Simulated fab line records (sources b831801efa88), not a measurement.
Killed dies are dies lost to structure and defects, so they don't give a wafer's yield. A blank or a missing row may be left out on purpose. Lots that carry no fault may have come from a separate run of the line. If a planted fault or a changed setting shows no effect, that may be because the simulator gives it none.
Split-lot trial ; flow sky130 ; 5 lots, 23 wafers read, on a route of 708 steps

ABOUT THE SPLIT
At SKY_CAPM_SPUTTER_02 (material TiN, target thk 200 nm, time 166.7 s), the setting power-w was moved away from the recipe's 6500 W on 5 of the 23 wafers read, by -11.7% to +11.5%. The other wafers ran this setting at the recipe's value.

THE PATH FROM SPLIT TO READING: the file shows 1 step between them
- SKY_CAPM_RS_MEAS_03: measures by four-point-probe

THE READING
CAPM_TIN_THK, in nm, at SKY_CAPM_THK_MEAS_04 (measures by xrf). Typical for fault-free wafers on this fab line: 199.8 nm, with standard deviation 2 nm.

wafer;tool, chamber at the split;power-w as run, W;against the recipe;CAPM_TIN_THK, nm;against lot-mates on the recipe
L074.1;pvd-sputter-01, -;6500;recipe;200.7;-
L074.2;pvd-sputter-01, -;6500;recipe;202.3;-
L074.3;pvd-sputter-01, -;6500;recipe;198.6;-
L074.4;pvd-sputter-01, -;6500;recipe;201.6;-
L074.6;pvd-sputter-01, -;6500;recipe;202.1;-
L077.1;pvd-sputter-02, -;6500;recipe;203.9;-
L077.2;pvd-sputter-02, -;7247;+11.5%;221.8;+18.4
L077.4;pvd-sputter-02, -;7247;+11.5%;222.0;+18.6
L077.5;pvd-sputter-02, -;7247;+11.5%;222.2;+18.8
L077.6;pvd-sputter-02, -;6500;recipe;203.0;-
L081.1;pvd-sputter-02, -;6500;recipe;199.3;-
L081.2;pvd-sputter-02, -;6500;recipe;197.0;-
L081.3;pvd-sputter-02, -;6500;recipe;198.8;-
L081.4;pvd-sputter-02, -;6500;recipe;200.1;-
L081.5;pvd-sputter-02, -;6500;recipe;201.7;-
L084.2;pvd-sputter-01, -;6500;recipe;202.5;-
L084.3;pvd-sputter-01, -;5741;-11.7%;177.2;-22.5
L084.4;pvd-sputter-01, -;6500;recipe;198.8;-
L084.5;pvd-sputter-01, -;5741;-11.7%;177.0;-22.7
L084.6;pvd-sputter-01, -;6500;recipe;197.7;-
L085.1;pvd-sputter-02, -;6500;recipe;202.9;-
L085.3;pvd-sputter-02, -;6500;recipe;199.3;-
L085.6;pvd-sputter-02, -;6500;recipe;200.4;-

THE FIT
A straight line over all 23 wafers: CAPM_TIN_THK changes by +1.93 nm for each +1% of power-w; r = +0.99; the points scatter about the line by 1.8 nm.
The same after taking each lot's own level away (the mean of its wafers on the recipe; 23 wafers): +1.75 nm for each +1%; r = +0.99; scatter 1.6 nm.
On that fit, the largest move of power-w shifts the reading by 20 nm.
Across the lots, their own levels run from 199.38 to 203.45 nm, a range of 2.0 times the standard deviation given above.
In other words, the slope is changed by the lot-to-lot level; the two fits disagree.
Check: for one of the wafers moved furthest among these (-11.7%), held out of the fit, the line's prediction against its lot-mates is -20.2 nm. It came out at -22.5 nm against them.

OTHER SPLITS APPLIED TO THESE WAFERS
Before the reading, these wafers also passed through other splits. Each is held against what the fit with the lots' levels taken away leaves over:
other split on the same wafers;wafers away from the commonest value;r with CAPM_TIN_THK (lot level and that fit taken away)
SKY_METAL3_SPUTTER_01 power-w;7;+0.15

THE WHOLE CHAIN: every reading that the file lists as answering this split, in the file's order
step;what it does;reading;change (the file's fit);r (the file's)
SKY_CAPM_SPUTTER_02;material TiN, target thk 200 nm, time 166.7 s;TiN_of_CAPM_SPUTTER_02.thk-nm (the simulator's own value, which no gauge read);+1.76 nm for each +1% of the setting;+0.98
SKY_CAPM_RS_MEAS_03;measures by four-point-probe;CAPM_TIN_RS;-0.0633 for each +1% of the setting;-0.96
SKY_CAPM_THK_MEAS_04;measures by xrf;CAPM_TIN_THK;+1.78 for each +1% of the setting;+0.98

FILE'S OWN FIT
CAPM_TIN_THK changes by +1.78 nm for each +1% of power-w, r = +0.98.
